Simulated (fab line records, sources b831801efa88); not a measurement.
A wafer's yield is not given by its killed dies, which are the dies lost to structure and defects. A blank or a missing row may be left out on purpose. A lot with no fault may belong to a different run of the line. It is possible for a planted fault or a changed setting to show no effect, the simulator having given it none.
What tool caused it? -- flow sky130 -- 72 wafers from 24 lots sampled at 6 of the route's 708 steps

WHAT THE GAUGES READ, wafer by wafer
Not one reading of a measure or inspect step in the record can be checked against a usual standard deviation.

WHAT TOOL EACH LOT RAN ON (gives the tool, then ch and the chambers of the sampled wafers, and finally the start)
lot,SKY_POLY_GATE_ETCH_15,SKY_LOCAL_INTERCONNECT_ETCH_13,SKY_METAL4_SPUTTER_01,SKY_METAL4_SPUTTER_04,SKY_METAL4_ETCH_17,SKY_PASSIVATION_CVD_00
L074,"rie_diel-01 ch 0,2,3, day 16 14:48","rie_metal-04 ch 1, day 30 18:08","pvd_sputter-03, day 40 03:36","pvd_sputter-03, day 40 03:41","rie_diel-01 ch 1,2,3, day 42 06:22","pecvd-01 ch 0,1, day 44 07:49"
L075,"rie_diel-04 ch 1,3, day 17 01:07","rie_metal-02 ch 0,1, day 31 04:57","pvd_sputter-01, day 40 13:25","pvd_sputter-01, day 40 13:30","rie_diel-02 ch 0,1,3, day 42 14:22","pecvd-01 ch 0,1,2, day 44 15:47"
L076,"rie_diel-03 ch 0,1,3, day 17 08:32","rie_metal-04 ch 0,1, day 31 11:38","pvd_sputter-04, day 40 20:46","pvd_sputter-04, day 40 20:51","rie_diel-01 ch 0,1,3, day 42 21:14","pecvd-04 ch 1,2, day 44 22:57"
L077,"rie_diel-04 ch 0,2,3, day 17 21:31","rie_metal-04 ch 0,1, day 32 05:33","pvd_sputter-03, day 41 10:40","pvd_sputter-03, day 41 10:46","rie_diel-02 ch 0,2,3, day 43 11:29","pecvd-02 ch 1,2, day 45 12:47"
L078,"rie_diel-04 ch 0,1,3, day 18 03:13","rie_metal-02 ch 1, day 32 05:54","pvd_sputter-03, day 41 13:30","pvd_sputter-03, day 41 13:35","rie_diel-02 ch 0,1,2, day 43 13:49","pecvd-02 ch 0,1, day 45 13:11"
L079,"rie_diel-04 ch 1,2,3, day 18 15:26","rie_metal-03 ch 0,1, day 32 17:51","pvd_sputter-03, day 41 23:05","pvd_sputter-03, day 41 23:11","rie_diel-01 ch 0,1,2, day 43 23:26","pecvd-04 ch 0,1, day 45 23:44"
L080,"rie_diel-01 ch 0,2, day 19 05:48","rie_metal-04 ch 0,1, day 33 07:01","pvd_sputter-04, day 42 10:12","pvd_sputter-04, day 42 10:17","rie_diel-02 ch 1,2, day 44 07:46","pecvd-01 ch 0,1, day 46 06:32"
L081,"rie_diel-03 ch 0,2,3, day 19 15:09","rie_metal-03 ch 0,1, day 33 12:44","pvd_sputter-04, day 42 14:37","pvd_sputter-04, day 42 14:42","rie_diel-03 ch 0,2,3, day 44 13:49","pecvd-01 ch 0,1,2, day 46 12:51"
L082,"rie_diel-04 ch 0,2,3, day 20 13:58","rie_metal-04 ch 0,1, day 34 09:48","pvd_sputter-03, day 43 09:57","pvd_sputter-03, day 43 10:02","rie_diel-02 ch 0,2,3, day 45 06:49","pecvd-01 ch 0,1,2, day 47 05:23"
L083,"rie_diel-03 ch 0,1,3, day 20 21:21","rie_metal-04 ch 0,1, day 34 14:28","pvd_sputter-01, day 43 14:47","pvd_sputter-01, day 43 14:52","rie_diel-01 ch 0,3, day 45 12:47","pecvd-04 ch 0,1,2, day 47 10:53"
L084,"rie_diel-01 ch 0,1,2, day 21 03:15","rie_metal-03 ch 0,1, day 34 18:11","pvd_sputter-04, day 43 16:05","pvd_sputter-04, day 43 16:10","rie_diel-03 ch 2,3, day 45 13:26","pecvd-04 ch 0,1, day 47 11:41"
L086,"rie_diel-03 ch 1,2,3, day 21 06:09","rie_metal-04 ch 0, day 34 22:33","pvd_sputter-04, day 43 22:07","pvd_sputter-04, day 43 22:12","rie_diel-02 ch 0,1,2, day 45 19:43","pecvd-02 ch 1,2, day 47 16:22"
L085,"rie_diel-03 ch 0,1,2, day 21 09:54","rie_metal-02 ch 0,1, day 35 00:03","pvd_sputter-01, day 43 21:58","pvd_sputter-01, day 43 22:03","rie_diel-03 ch 0,3, day 45 19:06","pecvd-02 ch 0,1, day 47 14:53"
L087,"rie_diel-01 ch 0,1,2, day 21 20:58","rie_metal-02 ch 1, day 35 11:18","pvd_sputter-04, day 44 05:31","pvd_sputter-04, day 44 05:35","rie_diel-01 ch 0,1, day 46 02:53","pecvd-02 ch 0,1, day 47 23:08"
L088,"rie_diel-03 ch 0,2,3, day 22 03:09","rie_metal-03 ch 0,1, day 35 13:49","pvd_sputter-03, day 44 07:38","pvd_sputter-03, day 44 07:43","rie_diel-02 ch 0,1,2, day 46 04:43","pecvd-04 ch 0,1,2, day 48 01:23"
L089,"rie_diel-03 ch 0,1,3, day 22 11:12","rie_metal-03 ch 0,1, day 36 00:26","pvd_sputter-03, day 44 20:19","pvd_sputter-03, day 44 20:23","rie_diel-02 ch 0,1,3, day 46 15:43","pecvd-04 ch 0,1,2, day 48 11:11"
L090,"rie_diel-01 ch 2,3, day 22 12:30","rie_metal-03 ch 0,1, day 36 01:43","pvd_sputter-01, day 44 20:49","pvd_sputter-01, day 44 20:53","rie_diel-01 ch 0,1,3, day 46 17:01","pecvd-01 ch 1,2, day 48 12:28"
L091,"rie_diel-04 ch 0,1,3, day 23 01:30","rie_metal-03 ch 0,1, day 36 10:53","pvd_sputter-01, day 45 03:55","pvd_sputter-01, day 45 04:00","rie_diel-03 ch 1,2, day 46 23:02","pecvd-02 ch 0,1, day 48 18:22"
L092,"rie_diel-03 ch 0,2,3, day 23 10:36","rie_metal-04 ch 0, day 36 16:07","pvd_sputter-03, day 45 06:08","pvd_sputter-03, day 45 06:13","rie_diel-02 ch 0,1,2, day 47 01:20","pecvd-04 ch 1,2, day 48 21:23"
L093,"rie_diel-01 ch 1,2,3, day 23 15:33","rie_metal-02 ch 0,1, day 36 22:45","pvd_sputter-03, day 45 13:14","pvd_sputter-03, day 45 13:19","rie_diel-01 ch 0,3, day 47 08:20","pecvd-04 ch 0,1,2, day 49 03:34"
L095,"rie_diel-03 ch 0,1,3, day 24 15:18","rie_metal-03 ch 0,1, day 37 17:52","pvd_sputter-04, day 46 04:18","pvd_sputter-04, day 46 04:23","rie_diel-03 ch 0,2, day 47 22:35","pecvd-01 ch 1,2, day 49 16:08"
L094,"rie_diel-04 ch 0,1, day 24 16:57","rie_metal-03 ch 1, day 37 22:43","pvd_sputter-01, day 46 08:49","pvd_sputter-01, day 46 08:53","rie_diel-03 ch 0,2, day 48 02:14","pecvd-02 ch 0,1,2, day 49 19:44"
L096,"rie_diel-01 ch 0,1, day 24 18:06","rie_metal-04 ch 0,1, day 38 02:11","pvd_sputter-04, day 46 11:16","pvd_sputter-04, day 46 11:21","rie_diel-01 ch 2,3, day 48 04:31","pecvd-01 ch 0,1,2, day 49 21:11"
L097,"rie_diel-03 ch 0,1,3, day 24 23:36","rie_metal-02 ch 0, day 38 02:26","pvd_sputter-01, day 46 12:41","pvd_sputter-01, day 46 12:46","rie_diel-02 ch 1,2,3, day 48 05:22","pecvd-01 ch 0,2, day 49 22:04"
- SKY_POLY_GATE_ETCH_15: etches BARC in N2/H2, stops on SiO2, time 118.5 s, target depth 110 nm.
- SKY_LOCAL_INTERCONNECT_ETCH_13: etches BARC in N2/H2, stops on SiO2, time 45.9 s, target depth 60 nm.
- SKY_METAL4_SPUTTER_01: material TiN, target thk 20 nm, time 16.7 s.
- SKY_METAL4_SPUTTER_04: material TiN, target thk 70 nm, time 58.3 s.
- SKY_METAL4_ETCH_17: etches SiO2 in C4F8/O2/Ar, stops on TiN, time 3.9 s, target depth 15 nm.
- SKY_PASSIVATION_CVD_00: deposits SiO2, target thk 90 nm.

WHAT THE TOOLS THEMSELVES READ (means of the sampled wafers that have a number; where no wafer has one, the mark that the record gives instead)
SKY_POLY_GATE_ETCH_15. Usual: bias_w 100.03 W, standard deviation 0.29; drypump_motor_current_A 5.8 A, standard deviation 0.46; oes_product_au 0.716 a.u., standard deviation 0.0044; throttle_valve_pct 13.214 %, standard deviation 0.0094.
lot,tool,bias_w (W),drypump_motor_current_A (A),oes_product_au (a.u.),throttle_valve_pct (%),flag
L074,rie_diel-01,100.04,5.6,0.717,13.212,
L075,rie_diel-04,100.26,5.9,0.713,13.211,
L076,rie_diel-03,100.18,5.9,0.717,13.216,
L077,rie_diel-04,99.91,5.5,0.723,13.208,
L078,rie_diel-04,100.03,5.6,0.711,13.208,
L079,rie_diel-04,99.76,5.7,0.713,13.209,
L080,rie_diel-01,99.96,5.9,0.720,13.205,
L081,rie_diel-03,99.89,5.7,0.720,13.223,
L082,rie_diel-04,99.97,5.5,0.712,13.210,
L083,rie_diel-03,100.03,5.9,0.717,13.217,
L084,rie_diel-01,100.23,6.0,0.715,13.225,
L086,rie_diel-03,99.98,6.0,0.717,13.208,
L085,rie_diel-03,99.84,6.2,0.719,13.217,
L087,rie_diel-01,100.17,6.0,0.719,13.219,
L088,rie_diel-03,99.91,5.7,0.714,13.207,
L089,rie_diel-03,99.69,5.8,0.712,13.215,
L090,rie_diel-01,99.87,5.6,0.715,13.212,
L091,rie_diel-04,99.85,5.6,0.714,13.211,
L092,rie_diel-03,99.95,5.8,0.717,13.216,
L093,rie_diel-01,99.91,5.7,0.716,13.212,
L095,rie_diel-03,100.03,5.9,0.717,13.210,
L094,rie_diel-04,100.29,5.8,0.715,13.216,
L096,rie_diel-01,99.93,6.1,0.714,13.220,
L097,rie_diel-03,100.19,5.8,0.711,13.219,

SKY_LOCAL_INTERCONNECT_ETCH_13. Usual: bias_w 99.97 W, standard deviation 0.29; drypump_motor_current_A 5.9 A, standard deviation 0.33; oes_product_au 0.854 a.u., standard deviation 0.0045; throttle_valve_pct 13.224 %, standard deviation 0.0093.
lot,tool,bias_w (W),drypump_motor_current_A (A),oes_product_au (a.u.),throttle_valve_pct (%),flag
L074,rie_metal-04,99.91,6.5,0.854,13.225,
L075,rie_metal-02,99.44,6.0,0.855,13.228,
L076,rie_metal-04,100.10,6.3,0.857,13.214,
L077,rie_metal-04,100.18,6.3,0.854,13.224,
L078,rie_metal-02,100.14,5.8,0.855,13.218,
L079,rie_metal-03,100.35,5.8,0.859,13.220,
L080,rie_metal-04,100.05,6.3,0.856,13.222,
L081,rie_metal-03,99.88,5.8,0.859,13.223,
L082,rie_metal-04,100.02,5.9,0.859,13.222,
L083,rie_metal-04,99.91,5.9,0.849,13.228,
L084,rie_metal-03,100.17,5.9,0.855,13.239,
L086,rie_metal-04,99.99,5.6,0.851,13.241,
L085,rie_metal-02,99.82,5.8,0.854,13.230,
L087,rie_metal-02,99.86,5.7,0.848,13.206,
L088,rie_metal-03,99.70,5.8,0.852,13.226,
L089,rie_metal-03,100.34,5.8,0.854,13.220,
L090,rie_metal-03,100.07,5.9,0.852,13.228,
L091,rie_metal-03,99.76,5.9,0.853,13.226,
L092,rie_metal-04,99.98,5.6,0.853,13.217,
L093,rie_metal-02,99.65,5.8,0.853,13.223,
L095,rie_metal-03,100.05,5.8,0.857,13.216,
L094,rie_metal-03,100.02,5.7,0.850,13.226,
L096,rie_metal-04,100.16,6.2,0.856,13.228,
L097,rie_metal-02,99.85,6.1,0.854,13.214,

SKY_METAL4_SPUTTER_01. Usual: throttle_valve_pct at 29.6 %, with a standard deviation of 1.1.
lot,tool,throttle_valve_pct (%),flag
L074,pvd_sputter-03,29.1,
L075,pvd_sputter-01,29.7,
L076,pvd_sputter-04,29.9,
L077,pvd_sputter-03,28.6,
L078,pvd_sputter-03,29.9,
L079,pvd_sputter-03,28.9,
L080,pvd_sputter-04,29.6,
L081,pvd_sputter-04,29.6,
L082,pvd_sputter-03,29.2,
L083,pvd_sputter-01,29.6,
L084,pvd_sputter-04,29.3,
L086,pvd_sputter-04,30.3,
L085,pvd_sputter-01,29.3,
L087,pvd_sputter-04,29.8,
L088,pvd_sputter-03,29.0,
L089,pvd_sputter-03,29.1,
L090,pvd_sputter-01,30.2,
L091,pvd_sputter-01,29.2,
L092,pvd_sputter-03,29.3,
L093,pvd_sputter-03,28.4,
L095,pvd_sputter-04,29.6,
L094,pvd_sputter-01,29.7,
L096,pvd_sputter-04,29.3,
L097,pvd_sputter-01,29.6,

SKY_METAL4_SPUTTER_04. Usual: throttle_valve_pct at 29.6 %, with a standard deviation of 1.1.
lot,tool,throttle_valve_pct (%),flag
L074,pvd_sputter-03,29.0,
L075,pvd_sputter-01,29.7,
L076,pvd_sputter-04,29.7,
L077,pvd_sputter-03,28.5,
L078,pvd_sputter-03,29.7,
L079,pvd_sputter-03,28.8,
L080,pvd_sputter-04,29.3,
L081,pvd_sputter-04,29.7,
L082,pvd_sputter-03,29.1,
L083,pvd_sputter-01,29.8,
L084,pvd_sputter-04,29.3,
L086,pvd_sputter-04,30.4,
L085,pvd_sputter-01,29.3,
L087,pvd_sputter-04,29.9,
L088,pvd_sputter-03,28.9,
L089,pvd_sputter-03,29.3,
L090,pvd_sputter-01,30.2,
L091,pvd_sputter-01,29.3,
L092,pvd_sputter-03,29.2,
L093,pvd_sputter-03,28.5,
L095,pvd_sputter-04,29.8,
L094,pvd_sputter-01,29.6,
L096,pvd_sputter-04,29.3,
L097,pvd_sputter-01,29.7,

SKY_METAL4_ETCH_17. Usual: bias_w 1200 W, standard deviation 3.2; oes_product_au 0.752 a.u., standard deviation 0.0077.
lot,tool,bias_w (W),oes_product_au (a.u.),flag
L074,rie_diel-01,1200,0.750,
L075,rie_diel-02,1200,0.754,
L076,rie_diel-01,1199,0.751,
L077,rie_diel-02,1201,0.760,
L078,rie_diel-02,1200,0.753,
L079,rie_diel-01,1197,0.748,
L080,rie_diel-02,1198,0.752,
L081,rie_diel-03,1200,0.745,
L082,rie_diel-02,1200,0.745,
L083,rie_diel-01,1196,0.752,
L084,rie_diel-03,1203,0.754,
L086,rie_diel-02,1200,0.747,
L085,rie_diel-03,1198,0.753,
L087,rie_diel-01,1198,0.749,
L088,rie_diel-02,1201,0.747,
L089,rie_diel-02,1203,0.746,
L090,rie_diel-01,1201,0.749,
L091,rie_diel-03,1201,0.757,
L092,rie_diel-02,1201,0.758,
L093,rie_diel-01,1203,0.759,
L095,rie_diel-03,1199,0.749,
L094,rie_diel-03,1201,0.751,
L096,rie_diel-01,1203,0.761,
L097,rie_diel-02,1201,0.759,

SKY_PASSIVATION_CVD_00. Usual: heater_power_w at 675 W, with a standard deviation of 99.
lot,tool,heater_power_w (W),flag
L074,pecvd-01,622,
L075,pecvd-01,611,
L076,pecvd-04,614,
L077,pecvd-02,667,
L078,pecvd-02,762,
L079,pecvd-04,661,
L080,pecvd-01,539,
L081,pecvd-01,625,
L082,pecvd-01,649,
L083,pecvd-04,719,
L084,pecvd-04,670,
L086,pecvd-02,601,
L085,pecvd-02,815,
L087,pecvd-02,757,
L088,pecvd-04,704,
L089,pecvd-04,703,
L090,pecvd-01,679,
L091,pecvd-02,739,
L092,pecvd-04,658,
L093,pecvd-04,695,
L095,pecvd-01,683,
L094,pecvd-02,679,
L096,pecvd-01,638,
L097,pecvd-01,710,

THE ANSWER, worked out from the rows above alone
Rule: lot off if the mean of its wafers having a number is beyond 3 standard deviations from the usual mean. A lot without any number at a reading at which 4 lots or more have one is off too. The other lots that the step has rows for count as sound. The gauges are gone through in route order, then the tools' own readings, and for those a lot's mean is taken as printed above. The first step at which some lot is off is used, and at that step the reading that is off furthest; a lot without a number counts as furthest.
Nothing can be told from this: no lot is off at any reading shown.

WHAT THE SIMULATOR HAD INSERTED
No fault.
